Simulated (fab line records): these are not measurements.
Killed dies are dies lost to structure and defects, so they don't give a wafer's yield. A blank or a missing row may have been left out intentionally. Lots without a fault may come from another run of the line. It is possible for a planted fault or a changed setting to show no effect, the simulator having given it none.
Comparing a struck lot with a sound one -- flow gf180mcu -- 15 out of 602 route steps
Sound: the wafers L736.2, L736.3, L736.6. Wafers L745.1, L745.2, L745.5 were the ones struck. The cause is given at the end.
At each step with rows: each side's tool, then ch and its chambers, then its first start. Under that, the readings that differ: sound wafers -- struck wafers -- difference of the means -- sigmas: that difference in standard deviations of wafers without a fault.
alike: readings whose means differ by less than 2 such deviations, and words and numbers that are the same on both sides. not compared: withheld readings, readings that some wafer has no value for, bounds like >300 that may hide the same value, and numbers for which the record gives no deviation and whose values overlap.
Wherever a step has rows on one side only, a row that says differs or no value, or a row with sigmas, the two part there. Numbers that don't overlap but have no deviation are shown without sigmas and don't part them. Lack of a reading on every wafer of one side parts them only where that side has two or more wafers.

GF_M1_SPUTTER_04: material TiN, target thk 50 nm, time 41.7 s.
  struck on pvd-sputter-02, day 21 15:11; sound on pvd-sputter-04, day 18 16:20
reading,sound,struck,difference,sigmas
throttle-valve-pct (%),28.5 28.9 29.3,32.0 31.9 31.6,+2.9,+2
GF_M1_RS_MEAS_05: the measuring method here is four-point-probe.
  struck on film-metro-04, day 21 15:13; sound on film-metro-02, day 18 16:23
  alike: M1_ALCU_RS
GF_M1_THK_MEAS_06: measures by xrf.
  struck on film-metro-04, day 21 15:20; sound on film-metro-02, day 18 16:30
  alike: M1_ALCU_THK
then, 7 steps without rows for these wafers: GF_M1_DEHYDRATE_07 (time 60 s); GF_M1_HMDS_08 (prime time 60 s); GF_M1_COAT_09 (resist thk 1000 nm); GF_M1_SOFTBAKE_10 (time 60 s); GF_M1_EXPOSE_11 (exposes mask Metal1, target cd 230 nm); GF_M1_PEB_12 (peb time 90 s); GF_M1_DEVELOP_13 (develop time 60 s).
GF_M1_CD_MEAS_14 targets a cd of 230 nm.
  struck on cd-sem-01, day 22 14:25; sound on cd-sem-02, day 19 15:50
reading,sound,struck,difference,sigmas
cd-nm (nm),231.6 232.2 232.1,230.4 229.5 229.3,-2.2,-2
GF_M1_OVL_MEAS_15:
  struck on overlay-02, day 22 14:32; sound on overlay-02, day 19 15:56
  alike: M1_OVL
GF_M1_METAL_ETCH_16: etches the open film in Cl2/BCl3, stops on SiO2, target depth 627.5 nm, time 104.6 s.
  sound on rie-metal-01 ch 0,1, day 19 15:58; struck on rie-metal-03 ch 0,1, day 22 14:34
  no value came back on the struck wafers for any of 5 readings (bcl3-flow-sccm (sccm), bias-w (W) and others); on the sound wafers bcl3-flow-sccm (sccm) reads 40.03 39.84 39.85
reading,sound,struck,difference,sigmas
model.KrF_of_M1_COAT_09.thk-nm (nm),722.9 733.3 724.4,983.7 985.2 987,+258.4,
  not compared: rf-hours-counter-h
GF_M1_STRIP_17: strips in O2/N2.
  sound on plasma-asher-01 ch 1, day 19 16:05; struck on plasma-asher-01 ch 0,1, day 22 14:41
reading,sound,struck,difference,sigmas
oes-product-au (a.u.),0.550 0.548 0.557,0.648 0.658 0.657,+0.103,+21
strip-time-to-endpoint-s (s),7.75 7.86 7.76,10.20 10.20 10.23,+2.42,+47
  alike: drypump-motor-current-A, heater-power-w
  not compared: rf-hours-counter-h
then, 1 step without rows for these wafers: GF_M1_STRIP_18 (strips in post etch residue remover, time 1200 s).

WHERE THEY PART
At GF_M1_SPUTTER_04 first; at GF_M1_STRIP_17 last (within this record only).

WHY: what the simulator had put in
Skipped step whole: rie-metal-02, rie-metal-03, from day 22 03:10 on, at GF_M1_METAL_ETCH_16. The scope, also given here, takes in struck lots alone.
